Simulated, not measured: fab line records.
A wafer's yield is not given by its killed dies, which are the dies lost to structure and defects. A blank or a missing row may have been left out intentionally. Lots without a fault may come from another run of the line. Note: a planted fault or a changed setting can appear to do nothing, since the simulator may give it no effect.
Matching of chambers :: flow sky130 :: 4 sister chambers for SKY_FIELD_ISO_ETCH_14 on rieDiel-04
The step etches BARC in N2/H2, stops on SiO2, time 45.9 s, target depth 60 nm. 4 wafers are shown with their chamber, then 7 later ones without.

EACH WAFER AND ITS CHAMBER
wafer: L829.5
chamber: 0
drypumpMotorCurrentA (A): 5.5

wafer: L836.1
chamber: 2
drypumpMotorCurrentA (A): 5.6

wafer: L837.3
chamber: 3
drypumpMotorCurrentA (A): 6.6

wafer: L837.5
chamber: 1
drypumpMotorCurrentA (A): 6.0

WAFERS WITHOUT THEIR CHAMBER
wafer: L837.6
drypumpMotorCurrentA (A): 5.5

wafer: L841.1
drypumpMotorCurrentA (A): 6.6

wafer: L841.3
drypumpMotorCurrentA (A): 5.6

wafer: L841.6
drypumpMotorCurrentA (A): 5.7

wafer: L843.1
drypumpMotorCurrentA (A): 6.6

wafer: L843.2
drypumpMotorCurrentA (A): 5.6

wafer: L843.4
drypumpMotorCurrentA (A): 5.7

THE CHAMBER EACH PASSED THROUGH
wafer: L837.6
from the rows above: can't be placed: 0 or 2
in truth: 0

wafer: L841.1
from the rows above: 3
in truth: 3

wafer: L841.3
from the rows above: can't be placed: 2 or 0
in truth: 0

wafer: L841.6
from the rows above: can't be placed: 2 or 0
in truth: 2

wafer: L843.1
from the rows above: 3
in truth: 3

wafer: L843.2
from the rows above: can't be placed: 2 or 0
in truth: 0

wafer: L843.4
from the rows above: can't be placed: 2 or 0
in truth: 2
Placed correctly: 2 of 7. Can't be placed from these rows: 5 (the true chamber is among the candidates in 5). Wrongly placed: 0.
How it was worked out, from the rows above alone: a wafer's distance from a chamber is the root of the sum, over the readings, of the square of ((its reading less the chamber's mean) divided by the reading's scatter). If the next closest chamber is less than 2 further off than the closest, the wafer can't be placed; otherwise it belongs to the closest. For every chamber, the mean is computed from those of its wafers that are shown. The scatter: with one shown wafer a chamber, the root of the mean of the squares of how far each hidden wafer lies from its nearest shown one.
